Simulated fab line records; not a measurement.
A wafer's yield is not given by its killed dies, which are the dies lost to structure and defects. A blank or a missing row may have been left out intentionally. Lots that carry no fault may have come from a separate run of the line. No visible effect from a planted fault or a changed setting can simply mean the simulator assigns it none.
fab line records | flow sky130
record lots=9 | wafers=27 | last_day=50
route steps=708 shown VIA2@521 METAL3@535 CAP2M@605 PAD_OPEN@708
lots that met no fault: taken from a fault-free run of the same line
start_h: hours from the record's first day to the start of the lot's first wafer shown | wait_h: hours elapsed since this lot's preceding step | " unchanged from the row above | L1.1+2: a row that stands for several wafers | - either no value or no given start | * or withheld: withheld | < > ~ a bound
route shown NAME@n: NAME is a module with steps in the file, n the number in the route of the first one | usual: mean/standard deviation taken from wafers without a fault | same: alike in all rows | chamber/n: place in a boat | sites: each site's reading | _std_site: standard deviation of those values | _edge_site: outer sites' mean less inner sites' | radius_mm: for every site, how far away it sits from the centre of the wafer | mask NAME#n: copy n | behind: the last tool/chamber to shape the wafer | hold: cause of the lot's hold/its duration in hours/its outcome | device: the transistor (n, p or np) that didn't switch | end of line: tests run on the same wafers once the route is complete | a step without rows: its recipe alone | killed: count of dies lost to structure and defects at first sort (not the wafer's yield) | map: a wafer's dies, marking killed ones x, the rest . and places with no die _
set.NAME: setting as actually run; set.NAME@STEP: the setting as run at that earlier step | model.NAME: the simulator's own value behind a step, which no gauge read
the route's steps for a sample of lots (tables are steps, rows are wafers)
services: a tool's chamber out of use, with start hour (start_h, from the record's first day; less than 0 if before it), hours out, and reason
## steps
# step SKY_VIA2_ETCH_14
# recipe chemistry=N2/H2 | target=BARC | ion_energy_ev=200 | source_w=500 | bias_w=100 | pressure_mtorr=30 | n2_flow_sccm=100 | h2_flow_sccm=200 | stop_on=SiO2 | time_s=45.9 | target_depth_a=600
# usual drypump_motor_current_A=5.6/0.58 | h2_flow_sccm=200.0/0.6 | oes_product_au=0.854/0.005 | throttle_valve_pct=13.225/0.0079
lot.wafer | tool        | chamber | start_h | wait_h | drypump_motor_current_A | h2_flow_sccm | oes_product_au | rf_hours_counter_h | throttle_valve_pct
L778.1    | rie_diel-03 | 1       | 871.92  | 0.0    | 6.0                     | 200.2        | 0.854          | 6                  | 13.221
L778.2    | "           | 3       | "       | "      | 5.2                     | 200.5        | 0.856          | 13                 | 13.226
L778.6    | "           | 3       | "       | "      | 5.2                     | 200.7        | 0.859          | -                  | 13.222
L781.1    | rie_diel-01 | 2       | 900.36  | 0.0    | 6.2                     | 200.6        | 0.856          | 9                  | 13.232
L781.4    | "           | 3       | "       | "      | 6.5                     | 200.1        | 0.851          | 17                 | 13.237
L781.6    | "           | 1       | "       | "      | 5.6                     | 200.8        | 0.860          | -                  | 13.219
L783.1    | rie_diel-03 | 0       | 922.74  | 0.0    | 6.0                     | 199.3        | 0.855          | 6                  | 13.216
L783.2    | "           | 1       | "       | "      | 6.0                     | 200.9        | 0.863          | 8                  | 13.227
L783.4    | "           | 3       | "       | "      | 5.2                     | 200.4        | 0.861          | 14                 | 13.234
L784.2    | rie_diel-04 | 0       | 929.86  | 0.0    | 5.2                     | 200.8        | 0.855          | 14                 | 13.216
L784.3    | "           | 1       | "       | "      | 5.0                     | 200.8        | 0.858          | 22                 | 13.226
L784.6    | "           | 1       | "       | "      | 4.9                     | 199.8        | 0.852          | -                  | 13.223
L785.1    | rie_diel-01 | 1       | 932.52  | 0.0    | 5.6                     | 199.3        | 0.859          | 20                 | 13.224
L785.3    | "           | 0       | "       | "      | 6.6                     | 200.2        | 0.849          | 5                  | 13.215
L785.5    | "           | 2       | "       | "      | 6.2                     | 199.4        | 0.859          | -                  | 13.239
L786.1    | rie_diel-03 | 1       | 933.74  | 0.0    | 6.0                     | 200.5        | 0.852          | 8                  | 13.217
L786.3    | "           | 3       | "       | "      | 5.2                     | 199.5        | 0.846          | 14                 | 13.221
L786.5    | "           | 3       | "       | "      | 5.2                     | 199.8        | 0.863          | -                  | 13.222
L791.2    | rie_diel-04 | 0       | 965.46  | 0.0    | 5.3                     | 200.4        | 0.847          | 15                 | 13.220
L791.3    | "           | 3       | "       | "      | 5.0                     | 200.5        | 0.852          | 3                  | 13.216
L791.4    | "           | 1       | "       | "      | 4.9                     | 200.4        | 0.840          | 23                 | 13.229
L792.1    | rie_diel-01 | 3       | 972.89  | 0.0    | 6.5                     | 199.8        | 0.861          | 19                 | 13.244
L792.5    | "           | 2       | "       | "      | 6.2                     | 200.8        | 0.855          | -                  | 13.210
L792.6    | "           | 1       | "       | "      | 5.6                     | 199.8        | 0.855          | -                  | 13.216
L797.2    | rie_diel-04 | 0       | 1008.51 | 0.0    | 5.2                     | 200.1        | 0.858          | 17                 | 13.224
L797.5    | "           | 3       | "       | "      | 5.0                     | 200.6        | 0.848          | -                  | 13.230
L797.6    | "           | 2       | "       | "      | 5.9                     | 200.1        | 0.850          | -                  | 13.199
# step SKY_VIA2_CMP_24
# recipe stop_on=SiO2 | t_overpolish_s=20 | down_force_psi=3.5 | platen_rpm=60 | target_thk_nm=0 | pad_velocity_m_s=0.94248
# usual motor_current_A=10.6/1.4 | overpolish_run_s=19.999/0.0083 | time_to_endpoint_s=101/3.6
# same t_overpolish_s=20
lot.wafer | tool   | chamber | start_h | wait_h | motor_current_A | overpolish_run_s | time_to_endpoint_s
L778.2    | cmp-01 | 2       | 873.17  | 0.1    | 13.6            | 19.994           | 104
L778.1    | "      | 0       | "       | "      | 11.0            | 19.997           | 101
L778.6    | "      | 2       | "       | "      | 12.9            | 20.005           | 105
L781.1    | cmp-02 | 0       | 901.58  | 0.1    | 11.7            | 19.993           | 106
L781.4    | "      | 1       | "       | "      | 10.1            | 19.996           | 105
L781.6    | "      | 1       | "       | "      | 9.9             | 20.009           | 101
L783.1    | cmp-02 | 1       | 923.85  | 0.1    | 10.8            | 19.985           | 106
L783.2    | "      | 2       | "       | "      | 9.3             | 20.010           | 110
L783.4    | "      | 3       | "       | "      | 11.9            | 19.983           | 103
L784.3    | cmp-01 | 0       | 931.07  | 0.1    | 12.2            | 20.014           | 102
L784.2    | "      | 1       | "       | "      | 8.9             | 20.001           | 108
L784.6    | "      | 0       | "       | "      | 10.9            | 19.999           | 103
L785.1    | cmp-01 | 1       | 933.80  | 0.1    | 8.7             | 20.001           | 100
L785.3    | "      | 3       | "       | "      | 9.2             | 19.994           | 102
L785.5    | "      | 2       | "       | "      | 13.7            | 19.999           | 97
L786.1    | cmp-01 | 0       | 934.95  | 0.1    | 11.5            | 19.997           | 99
L786.3    | "      | 2       | "       | "      | 13.4            | 19.988           | 102
L786.5    | "      | 0       | "       | "      | 11.2            | 19.983           | 100
L791.4    | cmp-01 | 1       | 966.64  | 0.0    | 8.9             | 20.010           | 102
L791.2    | "      | 2       | "       | "      | 13.4            | 19.990           | 101
L791.3    | "      | 3       | "       | "      | 10.4            | 19.992           | 102
L792.1    | cmp-01 | 1       | 973.96  | 0.1    | 9.2             | 19.999           | 103
L792.6    | "      | 1       | "       | "      | 9.1             | 20.007           | 101
L792.5    | "      | 2       | "       | "      | 13.2            | 19.986           | 97
L797.2    | cmp-02 | 0       | 1009.72 | 0.1    | 10.9            | 20.009           | 98
L797.5    | "      | 2       | "       | "      | 9.0             | 19.989           | 93
L797.6    | "      | 3       | "       | "      | 11.3            | 19.992           | 93
# step SKY_METAL3_SPUTTER_03
# recipe material=Ti | target_thk_nm=5 | power_w=3000 | time_s=3.3 | chamber_pressure_pa=0.4
# usual cathode_dc_power_W=3000.0/0.6 | chamber_pressure_pa=0.4000/0.00088 | throttle_valve_pct=30.6/1.3
lot.wafer | tool           | chamber | start_h | wait_h | cathode_dc_power_W | chamber_pressure_pa | throttle_valve_pct
L778.1    | pvd_sputter-02 | -       | 873.50  | 0.0    | 2999.8             | 0.4001              | 28.6
L778.2    | "              | -       | "       | "      | 2999.8             | 0.4005              | 30.4
L778.6    | "              | -       | "       | "      | 3000.5             | 0.3997              | 33.7
L781.1    | pvd_sputter-02 | -       | 901.97  | 0.0    | 3000.4             | 0.3995              | 28.5
L781.4    | "              | -       | "       | "      | 3000.2             | 0.4008              | 32.0
L781.6    | "              | -       | "       | "      | 3000.0             | 0.4007              | 33.6
L783.1    | pvd_sputter-03 | -       | 924.23  | 0.0    | 3000.0             | 0.3998              | 28.9
L783.2    | "              | -       | "       | "      | 2999.5             | 0.4008              | 29.9
L783.4    | "              | -       | "       | "      | 2999.9             | 0.4010              | 28.8
L784.2    | pvd_sputter-03 | -       | 931.40  | 0.0    | 2999.6             | 0.3996              | 28.8
L784.3    | "              | -       | "       | "      | 2999.7             | 0.3995              | 30.0
L784.6    | "              | -       | "       | "      | 2999.8             | 0.4004              | 31.0
L785.1    | pvd_sputter-01 | -       | 934.19  | 0.0    | 3000.5             | 0.3989              | 30.4
L785.3    | "              | -       | "       | "      | 2999.2             | 0.4007              | 31.2
L785.5    | "              | -       | "       | "      | 2999.1             | 0.4000              | 29.6
L786.1    | pvd_sputter-02 | -       | 935.34  | 0.0    | 3000.8             | 0.4000              | 28.5
L786.3    | "              | -       | "       | "      | 3000.6             | 0.4002              | 31.7
L786.5    | "              | -       | "       | "      | 3000.0             | 0.3988              | 33.6
L791.2    | pvd_sputter-02 | -       | 967.03  | 0.0    | 2999.1             | 0.3998              | 31.5
L791.3    | "              | -       | "       | "      | 3000.0             | 0.3982              | 28.4
L791.4    | "              | -       | "       | "      | 2999.6             | 0.4018              | 30.7
L792.1    | pvd_sputter-01 | -       | 974.35  | 0.0    | 3000.5             | 0.3998              | 30.8
L792.5    | "              | -       | "       | "      | 3000.1             | 0.4003              | 30.2
L792.6    | "              | -       | "       | "      | 3001.1             | 0.4002              | 30.4
L797.2    | pvd_sputter-03 | -       | 1010.01 | 0.0    | 2999.5             | 0.3999              | 28.4
L797.5    | "              | -       | "       | "      | 3000.3             | 0.3982              | 28.5
L797.6    | "              | -       | "       | "      | 3000.5             | 0.3989              | 30.5
# step SKY_CAP2M_SPUTTER_02
# recipe material=TiN | target_thk_nm=200 | temp_c=300 | power_w=6500 | time_s=166.7 | chamber_pressure_pa=0.4
# usual cathode_dc_power_W=6500.0/1.2 | chamber_pressure_pa=0.3999/0.00074 | throttle_valve_pct=30.5/1.1
lot.wafer | tool           | chamber | start_h | wait_h | cathode_dc_power_W | chamber_pressure_pa | throttle_valve_pct
L778.1    | pvd_sputter-01 | -       | 953.70  | 0.1    | 6502.1             | 0.3984              | 29.5
L778.2    | "              | -       | "       | "      | 6502.1             | 0.3998              | 30.8
L778.6    | "              | -       | "       | "      | 6499.2             | 0.4005              | 31.1
L781.1    | pvd_sputter-02 | -       | 980.15  | 0.1    | 6498.8             | 0.3988              | 33.4
L781.4    | "              | -       | "       | "      | 6498.5             | 0.4010              | 28.7
L781.6    | "              | -       | "       | "      | 6501.0             | 0.3999              | 33.5
L783.1    | pvd_sputter-03 | -       | 1000.78 | 0.1    | 6498.6             | 0.4002              | 31.1
L783.2    | "              | -       | "       | "      | 6499.3             | 0.4008              | 29.8
L783.4    | "              | -       | "       | "      | 6501.9             | 0.4000              | 30.8
L784.2    | pvd_sputter-03 | -       | 1008.07 | 0.0    | 6498.7             | 0.4004              | 31.0
L784.3    | "              | -       | "       | "      | 6500.1             | 0.4010              | 28.7
L784.6    | "              | -       | "       | "      | 6502.0             | 0.3989              | 31.1
L785.1    | pvd_sputter-03 | -       | 1011.32 | 0.1    | 6500.6             | 0.3993              | 30.9
L785.3    | "              | -       | "       | "      | 6499.0             | 0.3994              | 30.6
L785.5    | "              | -       | "       | "      | 6499.2             | 0.3999              | 30.4
L786.1    | pvd_sputter-01 | -       | 1012.27 | 0.1    | 6499.7             | 0.4012              | 31.0
L786.3    | "              | -       | "       | "      | 6499.0             | 0.3994              | 29.9
L786.5    | "              | -       | "       | "      | 6501.0             | 0.3998              | 29.9
L791.2    | pvd_sputter-02 | -       | 1041.49 | 0.0    | 6499.3             | 0.3993              | 33.3
L791.3    | "              | -       | "       | "      | 6500.4             | 0.3999              | 31.8
L791.4    | "              | -       | "       | "      | 6500.4             | 0.3996              | 28.5
L792.1    | pvd_sputter-02 | -       | 1049.28 | 0.1    | 6498.8             | 0.3994              | 30.4
L792.5    | "              | -       | "       | "      | 6500.4             | 0.3987              | 31.8
L792.6    | "              | -       | "       | "      | 6500.5             | 0.4002              | 30.4
L797.2    | pvd_sputter-01 | -       | 1081.90 | 0.0    | 6500.8             | 0.3995              | 30.4
L797.5    | "              | -       | "       | "      | 6502.0             | 0.3996              | 30.0
L797.6    | "              | -       | "       | "      | 6500.7             | 0.4005              | 30.7
# step SKY_CAP2M_RS_MEAS_03
# recipe thk_meas_gauge=four-point-probe | reads=TiN_of_CAP2M_SPUTTER_02
# usual CAP2M_TIN_RS=6.93/0.057
lot.wafer | tool          | chamber | start_h | wait_h | CAP2M_TIN_RS[ohm/sq]
L778.1    | film_metro-04 | -       | 953.81  | 0.1    | 6.88
L778.2    | "             | -       | "       | "      | 6.85
L778.6    | "             | -       | "       | "      | 6.97
L781.1    | film_metro-04 | -       | 980.26  | 0.1    | 6.96
L781.4    | "             | -       | "       | "      | 6.91
L781.6    | "             | -       | "       | "      | 6.99
L783.1    | film_metro-02 | -       | 1000.89 | 0.1    | 6.92
L783.2    | "             | -       | "       | "      | 6.86
L783.4    | "             | -       | "       | "      | 6.88
L784.2    | film_metro-04 | -       | 1008.20 | 0.1    | 7.93
L784.3    | "             | -       | "       | "      | 7.90
L784.6    | "             | -       | "       | "      | 7.95
L785.1    | film_metro-02 | -       | 1011.43 | 0.1    | 7.01
L785.3    | "             | -       | "       | "      | 7.95
L785.5    | "             | -       | "       | "      | 6.98
L786.1    | film_metro-03 | -       | 1012.38 | 0.1    | 7.00
L786.3    | "             | -       | "       | "      | 7.00
L786.5    | "             | -       | "       | "      | 6.98
L791.2    | film_metro-04 | -       | 1041.62 | 0.1    | 6.86
L791.3    | "             | -       | "       | "      | 6.83
L791.4    | "             | -       | "       | "      | 6.84
L792.1    | film_metro-02 | -       | 1049.39 | 0.1    | 6.90
L792.5    | "             | -       | "       | "      | 6.86
L792.6    | "             | -       | "       | "      | 6.87
L797.2    | film_metro-04 | -       | 1082.02 | 0.1    | 6.85
L797.5    | "             | -       | "       | "      | 6.85
L797.6    | "             | -       | "       | "      | 6.90
# step SKY_CAP2M_THK_MEAS_04
# recipe thk_meas_gauge=xrf | reads=TiN_of_CAP2M_SPUTTER_02
# usual CAP2M_TIN_THK=201.5/2.2
lot.wafer | tool          | chamber | start_h | wait_h | CAP2M_TIN_THK[nm]
L778.1    | film_metro-04 | -       | 953.93  | 0.1    | 202.8
L778.2    | "             | -       | "       | "      | 203.1
L778.6    | "             | -       | "       | "      | 199.9
L781.1    | film_metro-04 | -       | 980.38  | 0.1    | 200.4
L781.4    | "             | -       | "       | "      | 201.4
L781.6    | "             | -       | "       | "      | 200.2
L783.1    | film_metro-02 | -       | 1001.01 | 0.1    | 202.2
L783.2    | "             | -       | "       | "      | 202.9
L783.4    | "             | -       | "       | "      | 202.9
L784.2    | film_metro-04 | -       | 1008.31 | 0.1    | 175.9
L784.3    | "             | -       | "       | "      | 176.8
L784.6    | "             | -       | "       | "      | 175.4
L785.1    | film_metro-02 | -       | 1011.55 | 0.1    | 197.9
L785.3    | "             | -       | "       | "      | 175.4
L785.5    | "             | -       | "       | "      | 198.5
L786.1    | film_metro-03 | -       | 1012.50 | 0.1    | 202.0
L786.3    | "             | -       | "       | "      | 200.9
L786.5    | "             | -       | "       | "      | 201.9
L791.2    | film_metro-04 | -       | 1041.73 | 0.1    | 201.9
L791.3    | "             | -       | "       | "      | 202.2
L791.4    | "             | -       | "       | "      | 201.9
L792.1    | film_metro-02 | -       | 1049.51 | 0.1    | 201.7
L792.5    | "             | -       | "       | "      | 202.8
L792.6    | "             | -       | "       | "      | 202.1
L797.2    | film_metro-04 | -       | 1082.13 | 0.1    | 203.8
L797.5    | "             | -       | "       | "      | 202.7
L797.6    | "             | -       | "       | "      | 202.2
# step SKY_CAP2M_METAL_ETCH_13
# recipe target_depth_nm=220 | stop_on=SiO2 | chemistry=Cl2/BCl3 | target=TiN | pressure_mtorr=10 | icp_w=900 | bias_w=48.5 | Cl2_flow_sccm=60 | bcl3_flow_sccm=30 | time_s=62.9
# usual bcl3_flow_sccm=29.99/0.086 | drypump_motor_current_A=5.8/0.56 | oes_product_au=0.939/0.0062 | throttle_valve_pct=21.902/0.01
lot.wafer | tool         | chamber | start_h | wait_h | bcl3_flow_sccm | drypump_motor_current_A | oes_product_au | rf_hours_counter_h | throttle_valve_pct
L778.1    | rie_metal-04 | 1       | 978.47  | 0.0    | 29.92          | 6.0                     | 0.936          | 7                  | 21.890
L778.2    | "            | 0       | "       | "      | 29.99          | 5.1                     | 0.953          | 4                  | 21.913
L778.6    | "            | 0       | "       | "      | 30.07          | 5.1                     | 0.940          | -                  | 21.915
L781.1    | rie_metal-03 | 1       | 1003.72 | 0.0    | 30.10          | 6.2                     | 0.938          | 2                  | 21.915
L781.4    | "            | 1       | "       | "      | 29.92          | 6.2                     | 0.940          | -                  | 21.892
L781.6    | "            | 1       | "       | "      | 30.12          | 6.2                     | 0.937          | -                  | 21.899
L783.1    | rie_metal-02 | 0       | 1024.22 | 0.0    | 29.91          | 4.7                     | 0.942          | 21                 | 21.898
L783.2    | "            | 1       | "       | "      | 29.90          | 6.5                     | 0.942          | 14                 | 21.904
L783.4    | "            | 0       | "       | "      | 29.91          | 4.7                     | 0.943          | -                  | 21.910
L784.2    | rie_metal-03 | 1       | 1030.32 | 0.0    | 29.96          | 6.2                     | 0.872          | -                  | 21.937
L784.3    | "            | 1       | "       | "      | 30.02          | 6.2                     | 0.873          | -                  | 21.952
L784.6    | "            | 1       | "       | "      | 30.02          | 6.2                     | 0.872          | -                  | 21.937
L785.1    | rie_metal-04 | 0       | 1034.45 | 0.0    | 30.14          | 5.1                     | 0.932          | 7                  | 21.900
L785.3    | "            | 1       | "       | "      | 29.93          | 6.0                     | 0.871          | -                  | 21.940
L785.5    | "            | 0       | "       | "      | 30.07          | 5.1                     | 0.933          | -                  | 21.894
L786.1    | rie_metal-03 | 1       | 1034.75 | 0.0    | 30.06          | 6.2                     | 0.947          | 5                  | 21.898
L786.3    | "            | 1       | "       | "      | 30.02          | 6.2                     | 0.940          | -                  | 21.908
L786.5    | "            | 1       | "       | "      | 30.09          | 6.2                     | 0.940          | -                  | 21.920
L791.2    | rie_metal-04 | 0       | 1063.72 | 0.0    | 30.09          | 5.1                     | 0.948          | 9                  | 21.911
L791.3    | "            | 1       | "       | "      | 30.01          | 6.0                     | 0.949          | -                  | 21.891
L791.4    | "            | 0       | "       | "      | 30.00          | 5.1                     | 0.951          | -                  | 21.901
L792.1    | rie_metal-04 | 1       | 1071.12 | 0.0    | 30.20          | 6.1                     | 0.943          | 13                 | 21.906
L792.5    | "            | 1       | "       | "      | 29.95          | 6.1                     | 0.946          | -                  | 21.896
L792.6    | "            | 0       | "       | "      | 29.86          | 5.1                     | 0.941          | -                  | 21.909
L797.2    | rie_metal-02 | 0       | 1102.37 | 0.0    | 30.03          | 4.7                     | 0.946          | 2                  | 21.901
L797.5    | "            | 1       | "       | "      | 30.08          | 6.5                     | 0.930          | -                  | 21.915
L797.6    | "            | 0       | "       | "      | 29.96          | 4.7                     | 0.938          | -                  | 21.916
# step SKY_PAD_OPEN_PROBE_99
# usual defect_limited_yield=82.7/1.9 | killed_at_M0_to_M3=43/7.1 | killed_at_M4_up=3.2/1.9 | killed_at_contacts=23/5.1 | killed_at_front_end=15/4.5 | killed_at_other=0.4/0.65 | killed_dies=85/9.4 | killed_open=47/6.8 | killed_short=38/6.1 | sort_bin_3_pad_short=0.8/0.38 | sort_bin_5_function=10.3/1.5 | sort_bin_6_memory=6.2/1.1 | sort_n_pass=407/9.4 | sort_yield_pct=82.7/1.9
# same gross_dies=492 | killed_at_back_side=0 | sort_bin_4_leakage[%]=0 | sort_bin_8_speed[%]=0
lot.wafer | tool      | chamber | start_h | wait_h | defect_limited_yield[%] | killed_at_M0_to_M3 | killed_at_M4_up | killed_at_contacts | killed_at_front_end | killed_at_other | killed_dies | killed_open | killed_short | sort_bin_3_pad_short[%] | sort_bin_5_function[%] | sort_bin_6_memory[%] | sort_n_pass | sort_yield_pct[%]
L792.1    | prober-02 | -       | 1177.31 | 0.1    | 81.9                    | 53                 | 2               | 24                 | 9                   | 1               | 89          | 54          | 35           | 0.6                     | 11.2                   | 6.3                  | 403         | 81.9
L792.5    | prober-02 | -       | 1177.51 | 0.2    | 83.3                    | 39                 | 5               | 23                 | 15                  | 0               | 82          | 42          | 40           | 1.0                     | 10.4                   | 5.3                  | 410         | 83.3
L792.6    | prober-02 | -       | 1177.56 | 0.2    | 83.1                    | 44                 | 1               | 23                 | 15                  | 0               | 83          | 48          | 35           | 0.4                     | 9.8                    | 6.7                  | 409         | 83.1
# killed by level:class
L792.1 VIA1:geometric_particle:open=18 VIA3:geometric_particle:open=10 CONTACT:geometric_particle:open=9 METAL2:geometric_particle:short=7 LI_CONTACT:geometric_particle:open=7 POLY_GATE:geometric_particle:short=6 CONTACT:geometric_particle:short=5 VIA2:geometric_particle:open=4
L792.5 CONTACT:geometric_particle:open=10 VIA1:geometric_particle:open=10 VIA3:geometric_particle:open=8 POLY_GATE:geometric_particle:short=6 VIA2:geometric_particle:open=5 FIELD_ISO:geometric_particle:short=4 CONTACT:geometric_particle:short=4 METAL1:geometric_particle:short=4
L792.6 VIA1:geometric_particle:open=10 VIA3:geometric_particle:open=9 LI_CONTACT:geometric_particle:open=7 CONTACT:geometric_particle:open=7 VIA2:geometric_particle:open=6 VIA1:geometric_particle:short=6 FIELD_ISO:geometric_particle:open=5 POLY_GATE:geometric_particle:short=5
## services
tool           | chamber | start_h | hours | kind
cmp-01         | -       | 858.97  | 2.0   | repair
cmp-01         | -       | 864.69  | 1.7   | repair
pvd_sputter-02 | -       | 867.82  | 0.9   | repair
rie_diel-04    | 1       | 870.65  | 10.5  | repair
rie_metal-03   | -       | 872.11  | 0.3   | repair
rie_diel-01    | -       | 879.27  | 0.9   | repair
cmp-02         | -       | 882.07  | 0.6   | repair
cmp-01         | -       | 909.31  | 0.3   | repair
rie_diel-03    | 3       | 910.74  | 1.9   | repair
cmp-02         | -       | 912.62  | 4.0   | pm
rie_diel-04    | 3       | 923.27  | 6.1   | repair
rie_diel-04    | 2       | 925.39  | 7.8   | repair
cmp-02         | -       | 945.10  | 3.9   | repair
rie_metal-03   | -       | 946.67  | 14.6  | pm
rie_diel-04    | 1       | 946.82  | 8.0   | repair
rie_diel-03    | 1       | 960.49  | 13.2  | repair
cmp-01         | -       | 989.97  | 4.3   | pm
pvd_sputter-02 | -       | 1001.31 | 36.9  | repair
cmp-01         | -       | 1002.88 | 1.0   | repair
cmp-01         | -       | 1006.92 | 15.1  | pm
cmp-01         | -       | 1031.39 | 2.3   | repair
pvd_sputter-03 | -       | 1072.37 | 1.8   | repair
pvd_sputter-03 | -       | 1074.54 | 0.5   | repair
cmp-01         | -       | 1084.16 | 4.0   | pm
## key
first_sign step=SKY_CAP2M_RS_MEAS_03 | reading=CAP2M_TIN_RS | direction=up | sigmas=17 | usual=6.93 | struck=7.93
effect step=SKY_CAP2M_THK_MEAS_04 | reading=CAP2M_TIN_THK | direction=down | sigmas=12 | usual=201.5 | struck=175.9
effect step=SKY_CAP2M_METAL_ETCH_13 | reading=oes_product_au | direction=down | sigmas=11 | usual=0.939 | struck=0.872
met_at SKY_CAP2M_SPUTTER_02
struck_lots L784,L785
struck_wafers L784.2,L784.3,L784.6,L785.3
not_acting_at SKY_VIA2_ETCH_14,SKY_VIA2_CMP_24,SKY_METAL3_SPUTTER_03
onset_between 1000.78 1008.07
fault kind=process_parameter_drift | tool=pvd_sputter-03 | chamber=- | onset_h=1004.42 | steps=SKY_CAP2M_SPUTTER_02 | channel=time_s | offset=* | shape=step | end_h=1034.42 | scope=struck_wafers_only | acts_in=* | stated=*
